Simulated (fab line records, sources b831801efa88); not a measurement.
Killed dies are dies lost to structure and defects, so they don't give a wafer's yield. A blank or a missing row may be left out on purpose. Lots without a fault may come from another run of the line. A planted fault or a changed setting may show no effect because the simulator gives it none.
Split-lot experiment | flow sky130 | 5 lots, 23 wafers read, on a route of 708 steps

THE SPLIT
At SKY_VIA4_CVD_18 (deposits W, target thk 505 nm, time 152.14 s), the setting temp_c was moved away from the recipe's 400 C on 9 of the 23 wafers read, by -1.6% to +2.7%. The other wafers ran this setting at the recipe's value.

FROM THE SPLIT TO THE READING: what the file shows between them, 1 step
- SKY_VIA4_RS_MEAS_19: measures by four-point-probe

THE READING
VIA4_W_THK, in nm, at SKY_VIA4_THK_MEAS_20 (measures by xrf). Fault-free wafers of this fab line usually give 522 nm, standard deviation 14 nm.

wafer  | tool, chamber at the split | temp_c as run, C | against the recipe | VIA4_W_THK, nm | against lot-mates on the recipe
L075.1 | cvd_w-02, 1                | 400              | recipe             | 502            | -
L075.2 | cvd_w-02, 0                | 400              | recipe             | 509            | -
L075.3 | cvd_w-02, 0                | 400              | recipe             | 512            | -
L075.4 | cvd_w-02, 1,0              | 410.3            | +2.6%              | 615            | +107
L075.6 | cvd_w-02, 1,0              | 410.3            | +2.6%              | 616            | +108
L078.1 | cvd_w-02, 1                | 393.5            | -1.6%              | 453            | -61
L078.3 | cvd_w-02, 0                | 400              | recipe             | 515            | -
L078.4 | cvd_w-02, 1                | 400              | recipe             | 512            | -
L078.5 | cvd_w-02, 1                | 400              | recipe             | 514            | -
L078.6 | cvd_w-02, 0                | 393.5            | -1.6%              | 454            | -60
L079.1 | cvd_w-01, 0                | 410.9            | +2.7%              | 633            | +102
L079.2 | cvd_w-01, 1                | 410.9            | +2.7%              | 658            | +128
L079.3 | cvd_w-01, 0                | 400              | recipe             | 519            | -
L079.4 | cvd_w-01, 1                | 400              | recipe             | 542            | -
L079.5 | cvd_w-01, 0                | 410.9            | +2.7%              | 635            | +104
L080.1 | cvd_w-01, 0                | 400              | recipe             | 517            | -
L080.4 | cvd_w-01, 0                | 400              | recipe             | 516            | -
L080.5 | cvd_w-01, 1                | 400              | recipe             | 541            | -
L081.1 | cvd_w-02, 0                | 400              | recipe             | 512            | -
L081.2 | cvd_w-02, 1                | 395.7            | -1.1%              | 472            | -42
L081.4 | cvd_w-02, 1                | 400              | recipe             | 515            | -
L081.5 | cvd_w-02, 0                | 400              | recipe             | 515            | -
L081.6 | cvd_w-02, 1                | 395.7            | -1.1%              | 479            | -35
Where a row lists several chambers, the file gives one row for several wafers and doesn't say which wafer went through which chamber.

THE FIT
A straight line over all 23 wafers: VIA4_W_THK changes by +42.1 nm for each +1% of temp_c; r = +0.98; the points scatter about the line by 11 nm.
The same after taking each lot's own level away (the mean of its wafers on the recipe; 23 wafers): +40.2 nm for each +1%; r = +0.99; scatter 7.7 nm.
On that fit, the largest move of temp_c shifts the reading by 1.1e+02 nm.
The lots' own levels span 507.7 to 530.5 nm, that is 1.6 times the standard deviation above.
So the lot-to-lot level changes the slope little: the two slopes agree.
Check: with one of the wafers moved furthest among these (+2.7%) left out of the fit, the line predicts +113 nm for it against its lot-mates. It came out at +102 nm against them.

OTHER SPLITS ON THESE WAFERS
These wafers also went through other splits before the reading. Each is held against what the fit with the lots' levels taken away leaves over:
other split on the same wafers     | wafers away from the commonest value | r with VIA4_W_THK (lot level and that fit taken away)
SKY_METAL4_ETCH_16 icp_w           | 8                                    | +0.38
SKY_VIA4_CMP_02 leave_above_ref_nm | 9                                    | -0.01
SKY_VIA4_ETCH_12 source_w          | 5                                    | -0.24

THE WHOLE CHAIN: every reading that the file lists as answering this split, in the file's order
step                 | what it does                                 | reading                                                                  | change (the file's fit)              | r (the file's)
SKY_VIA4_CVD_18      | deposits W, target thk 505 nm, time 152.14 s | W_of_VIA4_CVD_18.thk_nm (the simulator's own value, which no gauge read) | +39.1 nm for each +1% of the setting | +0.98
SKY_VIA4_RS_MEAS_19  | measures by four-point-probe                 | VIA4_W_RS                                                                | -0.0156 for each +1% of the setting  | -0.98
SKY_VIA4_THK_MEAS_20 | measures by xrf                              | VIA4_W_THK                                                               | +40.5 for each +1% of the setting    | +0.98

THE FILE'S OWN FIT
VIA4_W_THK changes by +40.5 nm for each +1% of temp_c, r = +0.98.
